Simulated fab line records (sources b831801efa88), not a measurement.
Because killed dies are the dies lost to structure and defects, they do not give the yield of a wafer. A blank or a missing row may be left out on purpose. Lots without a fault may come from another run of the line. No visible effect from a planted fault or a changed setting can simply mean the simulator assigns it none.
fab line records	flow sky130
record: lots: 12	wafers: 36	lastDay: 50
route steps=708 shown METAL3@571 METAL5@664 PASSIVATION@693 PAD_OPEN@708
lots untouched by any fault: they come from a run of this same line in which no faults occurred
startH: hours from the record's first day to the start of the lot's first wafer shown	waitH: hours elapsed since this lot's preceding step	" repeats the value in the row above	L1.1+2: a row that stands for several wafers	- value missing, or start not given	* or withheld: withheld	< > ~ a bound
route shown NAME@n: a module of which the file shows steps, and the number in the route of the first	usual: average and standard deviation across the fault-free wafers	same: alike in all rows	chamber/n: place in a boat	sites: each site's reading	_std_site: standard deviation of those values	_edge_site: outer sites' mean less inner sites'	radiusMm: for every site, how far away it sits from the centre of the wafer	mask NAME#n: copy n	behind: the most recent tool/chamber to have shaped the wafer	hold: reason for holding the lot/hours on hold/outcome of the hold	device: the n, p or np transistor that did not switch	end of line: the same wafers' tests at the end of the route	a step without rows: its recipe alone	killed: the dies lost at the first sort to structure and to defects; this is not the yield of the wafer	map: shows each die of a wafer: x if killed, . if not, _ if none is there
set.NAME: the setting the step ran with; set.NAME@STEP: the setting that earlier step ran with	model.NAME: the simulator's own value behind a step, which no gauge read
one table for each step of the route and one row for each wafer, over a sample of lots
services: the hour from which a tool's chamber was out of use, counted from the record's first day as startH (under 0 if before that day), plus the number of hours and why
== steps ==
step: SKY_METAL3_CLEAN_21
recipe: chemistry: IPA	timeS: 180	tempC: 25
lot.wafer	tool	chamber	startH	waitH
L650.2+4+6	wetBench-02	1	915.95	0.0
L651.1+3+4	wetBench-02	2	916.85	0.0
L652.2+3+4	wetBench-03	1	917.60	0.0
L654.1+5+6	wetBench-01	1	938.42	0.0
L653.2+3+5	wetBench-03	1	939.80	0.0
L656.1+4+6	wetBench-03	3	947.42	0.0
L657.2+3+6	wetBench-01	1	954.27	0.0
L665.1+4+5	wetBench-02	1	995.85	0.0
L666.1+4+5	wetBench-01	3	1006.68	0.0
L668.1+2+4	wetBench-03	1	1028.07	0.0
L671.1+5+6	wetBench-03	3	1048.40	0.0
L673.1+4+6	wetBench-01	0	1054.18	0.0
step: SKY_METAL5_SPUTTER_03
recipe: material: Ti	targetThkNm: 5	powerW: 3000	timeS: 3.3	chamberPressurePa: 0.4
usual: throttleValvePct: 30.1/0.87
lot.wafer	tool	chamber	startH	waitH	throttleValvePct
L650.2	pvdSputter-01	-	1015.81	0.0	30.2
L650.4	"	-	"	"	30.4
L650.6	"	-	"	"	30.5
L651.1	pvdSputter-04	-	1017.89	0.0	28.3
L651.3	"	-	"	"	30.1
L651.4	"	-	"	"	30.7
L652.2	pvdSputter-01	-	1018.19	0.0	30.6
L652.3	"	-	"	"	31.2
L652.4	"	-	"	"	30.3
L654.1	pvdSputter-04	-	1038.52	0.0	30.1
L654.5	"	-	"	"	31.2
L654.6	"	-	"	"	30.8
L653.2	pvdSputter-04	-	1038.82	0.0	30.8
L653.3	"	-	"	"	30.3
L653.5	"	-	"	"	30.6
L656.1	pvdSputter-01	-	1046.55	0.0	31.2
L656.4	"	-	"	"	30.2
L656.6	"	-	"	"	31.4
L657.2	pvdSputter-04	-	1054.12	0.0	28.1
L657.3	"	-	"	"	30.9
L657.6	"	-	"	"	28.1
L665.1	pvdSputter-02	-	1090.52	0.0	29.7
L665.4	"	-	"	"	28.9
L665.5	"	-	"	"	30.1
L666.1	pvdSputter-01	-	1102.66	0.0	30.5
L666.4	"	-	"	"	30.3
L666.5	"	-	"	"	30.1
L668.1	pvdSputter-02	-	1122.53	0.0	29.2
L668.2	"	-	"	"	30.0
L668.4	"	-	"	"	30.5
L671.1	pvdSputter-04	-	1137.05	0.0	30.2
L671.5	"	-	"	"	30.1
L671.6	"	-	"	"	28.1
L673.1	pvdSputter-02	-	1139.58	0.0	30.0
L673.4	"	-	"	"	30.4
L673.6	"	-	"	"	30.2
step: SKY_METAL5_METAL_ETCH_15
recipe: targetDepthA: 12600	stopOn: SiO2	overEtchFrac: 0.2	timeS: 252	chemistry: Cl2/BCl3	resistSidewallDeg: 86	pressureMtorr: 10	icpW: 900	biasW: 48.5	Cl2_flow_sccm: 60	bcl3FlowSccm: 30
usual: drypumpMotorCurrentA: 5.7/0.34	oesProductAu: 0.895/0.005	throttleValvePct: 22.266/0.009
lot.wafer	tool	chamber	startH	waitH	drypumpMotorCurrentA	oesProductAu	rfHoursCounterH	throttleValvePct
L650.2	rieMetal-02	1	1037.78	0.0	5.3	0.888	6	22.266
L650.4	"	1	"	"	5.3	0.891	-	22.277
L650.6	"	1	"	"	5.3	0.898	-	22.288
L651.1	rieMetal-02	0	1040.03	0.0	6.3	0.895	14	22.271
L651.3	"	0	"	"	6.3	0.893	-	22.261
L651.4	"	1	"	"	5.3	0.904	-	22.266
L652.2	rieMetal-01	0	1041.05	0.1	5.7	0.894	-	22.267
L652.3	"	0	"	"	5.7	0.889	-	22.257
L652.4	"	0	"	"	5.7	0.897	-	22.282
L654.1	rieMetal-02	0	1060.34	0.0	6.3	0.904	16	22.250
L654.5	"	0	"	"	6.2	0.889	-	22.252
L654.6	"	1	"	"	5.3	0.899	-	22.266
L653.2	rieMetal-01	0	1061.34	0.0	5.7	0.891	14	22.271
L653.3	"	1	"	"	5.9	0.903	-	22.272
L653.5	"	0	"	"	5.7	0.887	-	22.265
L656.1	rieMetal-01	1	1068.14	0.0	5.9	0.894	1	22.275
L656.4	"	1	"	"	5.9	0.886	-	22.277
L656.6	"	1	"	"	5.9	0.898	-	22.270
L657.2	rieMetal-04	1	1075.46	0.0	5.5	0.898	1	22.254
L657.3	"	1	"	"	5.5	0.895	-	22.260
L657.6	"	1	"	"	5.5	0.893	-	22.267
L665.1	rieMetal-04	1	1109.34	0.0	5.5	0.886	4	22.260
L665.4	"	1	"	"	5.5	0.904	-	22.270
L665.5	"	1	"	"	5.5	0.892	-	22.267
L666.1	rieMetal-04	0	1121.66	0.0	5.7	0.900	26	22.261
L666.4	"	1	"	"	5.5	0.891	-	22.254
L666.5	"	0	"	"	5.7	0.897	-	22.269
L668.1	rieMetal-01	1	1140.93	0.0	5.9	0.889	7	22.245
L668.2	"	0	"	"	5.7	0.900	20	22.272
L668.4	"	1	"	"	5.9	0.896	-	22.272
L671.1	rieMetal-04	0	1154.54	0.0	5.7	0.898	1	22.280
L671.5	"	0	"	"	5.7	0.902	-	22.263
L671.6	"	1	"	"	5.6	0.888	-	22.261
L673.1	rieMetal-04	0	1156.74	0.0	5.7	0.898	1	22.279
L673.4	"	0	"	"	5.7	0.898	-	22.271
L673.6	"	1	"	"	5.5	0.890	-	22.260
step: SKY_PASSIVATION_STRIP_12
recipe: chemistry: O2/N2	powerW: 1400	pressureMtorr: 1500	platenTempC: withheld	overashFraction: 0.7	o2FlowSccm: 3000	n2FlowSccm: 300
usual: drypumpMotorCurrentA: 5.9/0.44	o2FlowSccm: 3000/9.2	oesProductAu: 0.661/0.0043	stripTimeToEndpointS: 31.57/0.15
lot.wafer	tool	chamber	startH	waitH	drypumpMotorCurrentA	o2FlowSccm	oesProductAu	rfHoursCounterH	stripTimeToEndpointS
L650.2	plasmaAsher-02	0	1061.11	0.1	5.6	2993	0.666	33	31.65
L650.4	"	1	"	"	5.3	2999	0.662	-	31.48
L650.6	"	1	"	"	5.3	2998	0.659	-	31.49
L651.1	plasmaAsher-04	1	1061.99	0.1	6.5	2997	0.665	91	31.36
L651.3	"	1	"	"	6.5	3002	0.663	-	31.54
L651.4	"	0	"	"	6.0	3003	0.660	-	31.71
L652.2	plasmaAsher-01	0	1064.34	0.1	6.0	3017	0.664	0	31.41
L652.3	"	1	"	"	5.3	3002	0.658	-	31.53
L652.4	"	0	"	"	6.0	3007	0.662	-	31.91
L654.1	plasmaAsher-04	0	1082.86	0.1	6.0	2991	0.662	93	31.73
L654.5	"	0	"	"	6.0	3010	0.656	-	31.69
L654.6	"	1	"	"	6.5	3012	0.661	-	31.90
L653.2	plasmaAsher-02	0	1083.69	0.1	5.6	2994	0.655	35	31.89
L653.3	"	1	"	"	5.3	2993	0.659	-	31.79
L653.5	"	0	"	"	5.6	3009	0.669	-	31.63
L656.1	plasmaAsher-04	1	1090.16	0.1	6.5	2993	0.666	94	31.58
L656.4	"	0	"	"	6.0	3012	0.657	-	31.52
L656.6	"	0	"	"	6.0	3004	0.661	-	31.46
L657.2	plasmaAsher-02	0	1096.76	0.1	5.6	2999	0.665	37	31.56
L657.3	"	1	"	"	5.3	3005	0.671	-	31.33
L657.6	"	1	"	"	5.3	2987	0.661	-	31.40
L665.1	plasmaAsher-04	1	1129.91	0.1	6.5	2988	0.658	98	31.54
L665.4	"	1	"	"	6.5	2991	0.663	-	31.41
L665.5	"	1	"	"	6.5	2980	0.662	-	31.67
L666.1	plasmaAsher-04	1	1141.44	0.1	6.5	2995	0.659	98	31.53
L666.4	"	1	"	"	6.5	3010	0.658	-	31.51
L666.5	"	0	"	"	6.0	3003	0.650	-	31.56
L668.1	plasmaAsher-04	1	1159.11	0.1	6.5	2998	0.660	100	31.40
L668.2	"	0	"	"	6.0	2986	0.662	100	31.38
L668.4	"	0	"	"	6.0	2992	0.662	-	31.43
L671.1	plasmaAsher-04	0	1172.34	0.1	6.0	3015	0.658	102	31.48
L671.5	"	0	"	"	6.0	3012	0.661	-	31.36
L671.6	"	1	"	"	6.5	2995	0.655	-	31.27
L673.1	plasmaAsher-04	0	1174.96	0.1	6.0	3005	0.665	102	31.69
L673.4	"	1	"	"	6.5	2995	0.655	-	31.47
L673.6	"	1	"	"	6.4	2988	0.658	-	31.52
step: SKY_PAD_OPEN_PROBE_99
usual: defectLimitedYield: 82.4/1.9	killed_at_M0_to_M3: 43/6.5	killed_at_M4_up: 3.3/2	killedAtContacts: 24/5.2	killedAtFrontEnd: 16/4.2	killedAtOther: 0.3/0.6	killedDies: 87/9.3	killedOpen: 47/7.8	killedShort: 39/6.2	sort_bin_3_pad_short: 0.9/0.42	sort_bin_5_function: 10.5/1.4	sort_bin_6_memory: 6.3/0.97	sortNPass: 405/9.3	sortYieldPct: 82.4/1.9
same: grossDies: 492	killedAtBackSide: 0	sort_bin_4_leakage[%]: 0	sort_bin_8_speed[%]: 0
lot.wafer	tool	chamber	startH	waitH	hold	defectLimitedYield[%]	killed_at_M0_to_M3	killed_at_M4_up	killedAtContacts	killedAtFrontEnd	killedAtOther	killedDies	killedOpen	killedShort	sort_bin_3_pad_short[%]	sort_bin_5_function[%]	sort_bin_6_memory[%]	sortNPass	sortYieldPct[%]
L650.2	prober-01	-	1084.20	0.1	-	81.7	52	0	21	16	1	90	52	37	1.2	10.4	6.7	402	81.7
L650.4	prober-01	-	1084.30	0.2	-	85.4	41	1	21	9	0	72	37	35	0.6	9.3	4.7	420	85.4
L650.6	prober-01	-	1084.40	0.2	-	81.7	45	5	19	20	1	90	44	46	0.8	10.8	6.7	402	81.7
L651.1	prober-01	-	1085.23	0.1	-	83.5	35	3	23	19	1	81	41	40	1.2	8.3	6.9	411	83.5
L651.3	prober-01	-	1085.33	0.2	-	83.3	37	2	22	21	0	82	47	34	0.6	7.9	8.1	410	83.3
L651.4	prober-01	-	1085.38	0.2	-	82.1	44	1	22	21	0	88	45	43	0.2	11.0	6.7	404	82.1
L652.2	prober-01	-	1088.39	0.1	-	81.1	52	3	23	15	0	93	54	39	1.2	10.8	6.9	399	81.1
L652.3	prober-01	-	1088.44	0.2	-	80.7	43	2	38	12	0	95	64	31	0.4	12.4	6.5	397	80.7
L652.4	prober-01	-	1088.49	0.2	-	81.1	48	1	30	14	0	93	52	41	0.2	13.0	5.7	399	81.1
L654.1	prober-02	-	1105.58	0.1	-	80.9	47	1	26	19	1	94	47	46	1.4	10.8	6.9	398	80.9
L654.5	prober-02	-	1105.78	0.2	-	84.6	39	1	20	16	0	76	41	35	0.8	9.6	5.1	416	84.6
L654.6	prober-02	-	1105.83	0.2	-	81.3	50	3	28	11	0	92	41	51	0.8	10.8	7.1	400	81.3
L653.2	prober-01	-	1107.14	0.1	-	81.9	47	3	23	16	0	89	49	40	0.2	11.8	6.1	403	81.9
L653.3	prober-01	-	1107.19	0.2	-	82.3	46	4	22	15	0	87	50	37	0.4	9.3	7.9	405	82.3
L653.5	prober-01	-	1107.29	0.2	-	84.3	37	6	18	16	0	77	41	36	1.0	9.3	5.3	415	84.3
L656.1	prober-02	-	1111.55	0.1	awaitDispo/4.5h/release	70.7	97	3	26	17	1	144	47	31	2.8	19.5	6.9	348	70.7
L656.4	prober-02	-	1111.70	0.2	awaitDispo/4.5h/release	70.9	94	1	22	25	1	143	35	43	3.0	18.7	7.3	349	70.9
L656.6	prober-02	-	1111.80	0.2	awaitDispo/4.5h/release	72.0	95	4	24	15	0	138	38	33	4.5	17.5	6.1	354	72.0
L657.2	prober-02	-	1118.68	0.1	-	80.3	50	3	34	10	0	97	59	38	0.8	12.2	6.7	395	80.3
L657.3	prober-02	-	1118.73	0.2	-	83.7	47	4	23	6	0	80	38	42	0.8	11.0	4.5	412	83.7
L657.6	prober-02	-	1118.88	0.2	-	82.5	44	7	24	11	0	86	44	41	1.4	10.6	5.5	406	82.5
L665.1	prober-02	-	1150.34	0.1	-	80.3	60	4	19	14	0	97	52	45	1.4	11.8	6.5	395	80.3
L665.4	prober-02	-	1150.49	0.2	-	78.9	54	6	28	16	0	104	59	44	1.2	11.2	8.7	388	78.9
L665.5	prober-02	-	1150.54	0.2	-	79.1	53	5	27	18	0	103	62	41	1.2	12.8	6.9	389	79.1
L666.1	prober-01	-	1160.60	0.1	-	81.1	46	4	25	18	0	93	46	47	1.2	11.0	6.7	399	81.1
L666.4	prober-01	-	1160.75	0.2	-	81.7	43	4	25	18	0	90	49	41	1.6	10.6	6.1	402	81.7
L666.5	prober-01	-	1160.80	0.2	-	82.3	37	4	29	17	0	87	52	35	0.8	11.8	5.1	405	82.3
L668.1	prober-01	-	1177.87	0.1	-	80.9	44	4	28	18	0	94	42	52	1.2	11.4	6.5	398	80.9
L668.2	prober-01	-	1177.92	0.1	-	84.6	38	2	20	16	0	76	35	41	0.6	10.2	4.7	416	84.6
L668.4	prober-01	-	1178.02	0.2	-	84.3	34	3	20	20	0	77	31	46	0.4	9.3	5.9	415	84.3
L671.1	prober-02	-	1190.52	0.1	-	85.2	42	2	16	13	0	73	42	31	1.2	6.9	6.7	419	85.2
L671.5	prober-02	-	1190.72	0.2	-	85.0	32	1	24	17	0	74	33	39	0.8	9.3	4.9	418	85.0
L671.6	prober-02	-	1190.77	0.2	-	82.5	43	4	17	20	2	86	46	39	0.6	9.8	7.1	406	82.5
L673.1	prober-02	-	1193.09	0.1	-	79.5	47	2	27	25	0	101	46	55	1.4	12.6	6.5	391	79.5
L673.4	prober-02	-	1193.24	0.2	-	79.7	49	5	27	19	0	100	47	53	0.8	12.0	7.5	392	79.7
L673.6	prober-02	-	1193.34	0.2	-	83.1	52	3	17	11	0	83	49	34	0.4	10.2	6.3	409	83.1
killed by level:class
L650.2 VIA1:geometricParticle:open=12 METAL1:geometricParticle:short=10 CONTACT:geometricParticle:open=9 VIA3:geometricParticle:open=9 FIELD_ISO:geometricParticle:open=5 LI_CONTACT:geometricParticle:open=5 VIA2:geometricParticle:open=5 FIELD_ISO:geometricParticle:short=4
L650.4 CONTACT:geometricParticle:open=10 VIA1:geometricParticle:open=6 METAL2:geometricParticle:short=5 CONTACT:geometricParticle:short=5 VIA1:geometricParticle:short=5 FIELD_ISO:geometricParticle:open=4 VIA2:geometricParticle:open=4 METAL1:geometricParticle:short=4
L650.6 CONTACT:geometricParticle:open=10 VIA3:geometricParticle:open=9 FIELD_ISO:geometricParticle:short=8 VIA1:geometricParticle:open=7 METAL2:geometricParticle:short=7 VIA3:geometricParticle:short=6 METAL1:geometricParticle:short=4 POLY_GATE:geometricParticle:short=4
L651.1 CONTACT:geometricParticle:open=12 VIA1:geometricParticle:open=7 FIELD_ISO:geometricParticle:short=6 LI_CONTACT:geometricParticle:open=6 VIA1:geometricParticle:short=6 METAL2:geometricParticle:short=5 POLY_GATE:geometricParticle:open=5 METAL1:geometricParticle:short=4
L651.3 VIA2:geometricParticle:open=8 POLY_GATE:geometricParticle:open=7 CONTACT:geometricParticle:open=7 METAL2:geometricParticle:short=6 METAL1:geometricParticle:short=5 VIA1:geometricParticle:open=5 FIELD_ISO:geometricParticle:open=4 LI_CONTACT:geometricParticle:short=4
L651.4 VIA1:geometricParticle:open=13 POLY_GATE:geometricParticle:short=9 METAL2:geometricParticle:short=7 POLY_GATE:geometricParticle:open=6 CONTACT:geometricParticle:open=6 METAL1:geometricParticle:short=6 LI_CONTACT:geometricParticle:open=5 VIA3:geometricParticle:open=5
L652.2 VIA1:geometricParticle:open=14 METAL2:geometricParticle:short=12 CONTACT:geometricParticle:open=11 VIA3:geometricParticle:open=9 LI_CONTACT:geometricParticle:open=6 LOCAL_INTERCONNECT:geometricParticle:short=6 FIELD_ISO:geometricParticle:open=5 METAL1:geometricParticle:short=4
L652.3 CONTACT:geometricParticle:open=15 LI_CONTACT:geometricParticle:open=12 VIA2:geometricParticle:open=11 VIA1:geometricParticle:open=10 CONTACT:geometricParticle:short=7 FIELD_ISO:geometricParticle:short=5 METAL1:geometricParticle:short=5 METAL2:geometricParticle:short=4
L652.4 CONTACT:geometricParticle:open=13 VIA1:geometricParticle:open=11 FIELD_ISO:geometricParticle:short=7 LI_CONTACT:geometricParticle:open=7 VIA3:geometricParticle:open=7 VIA1:geometricParticle:short=6 METAL2:geometricParticle:short=6 VIA2:geometricParticle:open=5
L654.1 VIA1:geometricParticle:open=14 CONTACT:geometricParticle:short=8 METAL2:geometricParticle:short=8 VIA2:geometricParticle:open=6 FIELD_ISO:geometricParticle:open=5 POLY_GATE:geometricParticle:short=5 LI_CONTACT:geometricParticle:open=5 CONTACT:geometricParticle:open=5
L654.5 VIA1:geometricParticle:open=9 CONTACT:geometricParticle:open=7 LI_CONTACT:geometricParticle:open=6 METAL2:geometricParticle:short=6 POLY_GATE:geometricParticle:open=5 VIA1:geometricParticle:short=5 FIELD_ISO:geometricParticle:open=4 CONTACT:geometricParticle:short=4
L654.6 CONTACT:geometricParticle:open=11 METAL2:geometricParticle:short=9 VIA1:geometricParticle:open=8 CONTACT:geometricParticle:short=7 LI_CONTACT:geometricParticle:short=5 LI_CONTACT:geometricParticle:open=5 VIA2:geometricParticle:short=5 METAL3:geometricParticle:short=5
L653.2 VIA1:geometricParticle:open=17 VIA2:geometricParticle:open=7 LI_CONTACT:geometricParticle:open=7 CONTACT:geometricParticle:short=7 CONTACT:geometricParticle:open=5 POLY_GATE:geometricParticle:short=4 POLY_GATE:geometricParticle:open=4 METAL1:geometricParticle:short=4
L653.3 VIA1:geometricParticle:open=12 VIA1:geometricParticle:short=10 LI_CONTACT:geometricParticle:open=8 CONTACT:geometricParticle:open=8 VIA2:geometricParticle:open=7 FIELD_ISO:geometricParticle:open=6 VIA3:geometricParticle:open=5 METAL2:geometricParticle:short=4
L653.5 VIA1:geometricParticle:open=9 VIA2:geometricParticle:open=7 CONTACT:geometricParticle:open=6 VIA3:geometricParticle:open=6 METAL4:geometricParticle:short=6 CONTACT:geometricParticle:short=5 POLY_GATE:geometricParticle:short=4 POLY_GATE:geometricParticle:open=4
L656.1 METAL3:unspecified=66 VIA1:geometricParticle:open=8 POLY_GATE:geometricParticle:open=7 LI_CONTACT:geometricParticle:open=7 VIA2:geometricParticle:open=7 CONTACT:geometricParticle:open=6 LI_CONTACT:geometricParticle:short=5 LOCAL_INTERCONNECT:geometricParticle:short=5
L656.4 METAL3:unspecified=65 FIELD_ISO:geometricParticle:open=7 FIELD_ISO:geometricParticle:short=7 LOCAL_INTERCONNECT:geometricParticle:short=7 CONTACT:geometricParticle:short=6 METAL2:geometricParticle:short=6 VIA3:geometricParticle:open=6 CONTACT:geometricParticle:open=5
L656.6 METAL3:unspecified=67 VIA2:geometricParticle:open=8 CONTACT:geometricParticle:open=7 FIELD_ISO:geometricParticle:short=6 LI_CONTACT:geometricParticle:open=5 LOCAL_INTERCONNECT:geometricParticle:short=5 CONTACT:geometricParticle:short=5 VIA1:geometricParticle:open=5
L657.2 CONTACT:geometricParticle:open=13 VIA1:geometricParticle:open=12 VIA3:geometricParticle:open=8 VIA2:geometricParticle:open=7 LOCAL_INTERCONNECT:geometricParticle:short=6 VIA2:geometricParticle:short=6 LI_CONTACT:geometricParticle:open=6 CONTACT:geometricParticle:short=5
L657.3 VIA1:geometricParticle:open=10 CONTACT:geometricParticle:open=8 METAL1:geometricParticle:short=7 VIA2:geometricParticle:open=6 CONTACT:geometricParticle:short=5 LI_CONTACT:geometricParticle:open=5 METAL2:geometricParticle:short=5 VIA3:geometricParticle:open=5
L657.6 CONTACT:geometricParticle:open=11 VIA1:geometricParticle:open=9 VIA2:geometricParticle:open=7 CONTACT:geometricParticle:short=7 METAL2:geometricParticle:short=6 POLY_GATE:geometricParticle:short=5 METAL1:geometricParticle:short=5 METAL4:geometricParticle:short=5
L665.1 VIA1:geometricParticle:open=20 LOCAL_INTERCONNECT:geometricParticle:short=8 METAL2:geometricParticle:short=8 VIA3:geometricParticle:open=7 METAL1:geometricParticle:short=6 CONTACT:geometricParticle:open=5 VIA2:geometricParticle:open=5 POLY_GATE:geometricParticle:short=4
L665.4 VIA1:geometricParticle:open=14 VIA2:geometricParticle:open=10 CONTACT:geometricParticle:open=9 LI_CONTACT:geometricParticle:open=7 LOCAL_INTERCONNECT:geometricParticle:short=7 VIA3:geometricParticle:open=6 VIA1:geometricParticle:short=6 METAL4:geometricParticle:short=6
L665.5 VIA1:geometricParticle:open=11 CONTACT:geometricParticle:open=10 METAL1:geometricParticle:short=10 VIA2:geometricParticle:open=7 VIA3:geometricParticle:open=7 POLY_GATE:geometricParticle:open=6 METAL2:geometricParticle:short=6 FIELD_ISO:geometricParticle:open=5
L666.1 VIA3:geometricParticle:open=11 METAL1:geometricParticle:short=9 VIA1:geometricParticle:open=9 POLY_GATE:geometricParticle:short=7 LI_CONTACT:geometricParticle:open=7 LOCAL_INTERCONNECT:geometricParticle:short=6 CONTACT:geometricParticle:short=6 VIA2:geometricParticle:open=6
L666.4 VIA2:geometricParticle:open=10 VIA1:geometricParticle:open=10 FIELD_ISO:geometricParticle:short=8 CONTACT:geometricParticle:open=8 VIA3:geometricParticle:open=7 CONTACT:geometricParticle:short=6 METAL1:geometricParticle:short=5 METAL2:geometricParticle:short=5
L666.5 CONTACT:geometricParticle:open=13 LI_CONTACT:geometricParticle:open=10 VIA1:geometricParticle:open=9 METAL2:geometricParticle:short=7 FIELD_ISO:geometricParticle:open=6 METAL1:geometricParticle:short=5 VIA3:geometricParticle:open=5 LOCAL_INTERCONNECT:geometricParticle:short=4
L668.1 CONTACT:geometricParticle:open=11 VIA1:geometricParticle:open=11 VIA1:geometricParticle:short=7 METAL1:geometricParticle:short=6 LI_CONTACT:geometricParticle:open=5 METAL2:geometricParticle:short=5 LI_CONTACT:geometricParticle:short=4 CONTACT:geometricParticle:short=4
L668.2 VIA1:geometricParticle:open=11 VIA1:geometricParticle:short=7 CONTACT:geometricParticle:open=6 POLY_GATE:geometricParticle:short=5 CONTACT:geometricParticle:short=5 FIELD_ISO:geometricParticle:short=4 LI_CONTACT:geometricParticle:open=4 METAL1:geometricParticle:short=4
L668.4 VIA1:geometricParticle:short=9 CONTACT:geometricParticle:open=6 FIELD_ISO:geometricParticle:short=5 POLY_GATE:geometricParticle:short=5 LI_CONTACT:geometricParticle:open=4 LOCAL_INTERCONNECT:geometricParticle:short=4 METAL1:geometricParticle:short=4 VIA1:geometricParticle:open=4
L671.1 VIA1:geometricParticle:open=9 VIA2:geometricParticle:open=9 CONTACT:geometricParticle:open=8 METAL1:geometricParticle:short=5 VIA1:geometricParticle:short=5 FIELD_ISO:geometricParticle:short=4 POLY_GATE:geometricParticle:open=3 POLY_GATE:geometricParticle:short=3
L671.5 LI_CONTACT:geometricParticle:open=9 METAL1:geometricParticle:short=8 POLY_GATE:geometricParticle:short=6 CONTACT:geometricParticle:open=5 VIA2:geometricParticle:open=5 LOCAL_INTERCONNECT:geometricParticle:short=4 CONTACT:geometricParticle:short=4 METAL3:geometricParticle:short=4
L671.6 VIA1:geometricParticle:open=10 METAL1:geometricParticle:short=8 VIA3:geometricParticle:open=7 VIA2:geometricParticle:open=7 POLY_GATE:geometricParticle:open=5 POLY_GATE:geometricParticle:short=4 LI_CONTACT:geometricParticle:open=4 CONTACT:geometricParticle:short=4
L673.1 FIELD_ISO:geometricParticle:short=10 METAL1:geometricParticle:short=9 VIA3:geometricParticle:open=8 LOCAL_INTERCONNECT:geometricParticle:short=7 VIA1:geometricParticle:open=7 FIELD_ISO:geometricParticle:open=6 VIA2:geometricParticle:open=6 CONTACT:geometricParticle:open=6
L673.4 VIA1:geometricParticle:open=12 METAL1:geometricParticle:short=8 CONTACT:geometricParticle:open=7 METAL2:geometricParticle:short=7 LI_CONTACT:geometricParticle:open=6 FIELD_ISO:geometricParticle:short=5 LOCAL_INTERCONNECT:geometricParticle:short=5 CONTACT:geometricParticle:short=5
L673.6 VIA1:geometricParticle:open=13 VIA3:geometricParticle:open=9 VIA2:geometricParticle:open=8 CONTACT:geometricParticle:open=7 VIA1:geometricParticle:short=7 METAL2:geometricParticle:short=6 METAL1:geometricParticle:short=6 CONTACT:geometricParticle:short=4
== services ==
tool	chamber	startH	hours	kind
pvdSputter-01	-	896.56	1.6	repair
plasmaAsher-04	-	901.03	2.8	repair
pvdSputter-01	-	913.08	15.4	repair
wetBench-02	-	934.99	54.2	pm
pvdSputter-01	-	937.92	5.3	repair
pvdSputter-02	-	949.04	2.1	repair
rieMetal-04	1	952.12	10.9	repair
pvdSputter-02	-	953.54	2.9	repair
wetBench-01	-	978.47	6.9	repair
rieMetal-04	-	979.42	0.7	repair
wetBench-02	-	997.64	3.5	repair
rieMetal-04	-	999.97	2.6	repair
rieMetal-01	-	1011.47	0.9	repair
wetBench-02	-	1042.03	3.6	repair
pvdSputter-01	-	1065.69	2.4	repair
rieMetal-01	-	1100.28	2.2	repair
rieMetal-04	-	1100.75	2.8	pm
pvdSputter-02	-	1101.51	16.3	repair
pvdSputter-01	-	1109.62	5.3	repair
pvdSputter-04	-	1124.32	4.9	repair
plasmaAsher-04	-	1126.01	2.8	pm
pvdSputter-02	-	1135.23	1.8	repair
rieMetal-01	-	1135.32	1.2	repair
rieMetal-04	-	1162.49	0.5	repair
== key ==
firstSign: step: SKY_PAD_OPEN_PROBE_99	reading: killed_at_M0_to_M3	direction: up	sigmas: 8.2	usual: 43	struck: 95
effect: step: SKY_PAD_OPEN_PROBE_99	reading: sort_bin_3_pad_short	direction: up	sigmas: 6.1	usual: 0.9	struck: 3.5
metAt SKY_METAL3_CLEAN_21
struckLots L656
struckWafers L656.1,L656.4,L656.6
notActingAt SKY_METAL5_SPUTTER_03,SKY_METAL5_METAL_ETCH_15,SKY_PASSIVATION_STRIP_12
fault: kind: chamberParticleSource	tool: wetBench-03	chamber: 3	onsetH: 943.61	steps: SKY_METAL3_CLEAN_21	ratePerVisitCm2: 1.3535	endH: 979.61
